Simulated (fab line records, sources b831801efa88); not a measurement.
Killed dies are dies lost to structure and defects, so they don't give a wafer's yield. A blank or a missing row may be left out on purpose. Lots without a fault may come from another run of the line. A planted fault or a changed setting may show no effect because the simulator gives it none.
Which tool did it? | flow gf180mcu | 6 lots, 18 wafers sampled, at 3 steps of a route of 602

WHAT THE GAUGES READ, wafer by wafer
GF_POLY_GATE_CD_MEAS_10: target cd 280 nm.
lot  | measured     | on        | cd_nm (nm)
L687 | day 9 13:20  | cd_sem-02 | 280.0 280.2 279.0
L690 | day 10 11:17 | cd_sem-02 | 281.1 282.4 281.6
L696 | day 12 05:03 | cd_sem-02 | 279.2 277.5 278.7
L698 | day 12 14:28 | cd_sem-02 | 280.1 280.2 280.2
L707 | day 15 16:18 | cd_sem-01 | 280.8 281.4 281.8
L709 | day 16 00:02 | cd_sem-02 | 281.2 281.9 281.2

WHICH TOOL RAN EACH LOT (tool, then ch and the chambers of the sampled wafers, then the start)
lot  | GF_VT_IMPLANT_STRIP_31               | GF_POLY_GATE_EXPOSE_07
L687 | plasma_asher-02 ch 0,1, day 7 03:43  | krf_scanner-01 ch 0, day 9 05:08
L690 | plasma_asher-04 ch 1, day 8 00:58    | krf_scanner-02 ch 0, day 10 02:23
L696 | plasma_asher-01 ch 0,1, day 9 15:43  | krf_scanner-01 ch 0, day 11 19:36
L698 | plasma_asher-02 ch 0,1, day 9 23:55  | krf_scanner-01 ch 0, day 12 05:13
L707 | plasma_asher-02 ch 0,1, day 12 16:01 | krf_scanner-01 ch 0, day 15 05:37
L709 | plasma_asher-04 ch 0, day 13 01:43   | krf_scanner-02 ch 0, day 15 13:18
- GF_VT_IMPLANT_STRIP_31: strips in O2/N2.
- GF_POLY_GATE_EXPOSE_07: exposes mask Poly2, target cd 280 nm.

THE ANSWER, worked out from the rows above alone
Rule: what is usual is taken from the lots themselves. Put in order of their means at a reading, lots are off if they are a third of the lots or fewer, leave a main group of 4 or more, and stand apart from it by a gap of 3 or more times the standard deviation of the main group's means; of several such gaps the widest counts. A main group whose means are all the same, to the digits that the tables above print for the reading, isn't used. A lot without any number at a reading at which 4 lots or more have one is off too. The other lots that the step has rows for count as sound.
No lot is off at any reading shown: from this, nothing can be told.

WHAT THE SIMULATOR HAD PUT IN
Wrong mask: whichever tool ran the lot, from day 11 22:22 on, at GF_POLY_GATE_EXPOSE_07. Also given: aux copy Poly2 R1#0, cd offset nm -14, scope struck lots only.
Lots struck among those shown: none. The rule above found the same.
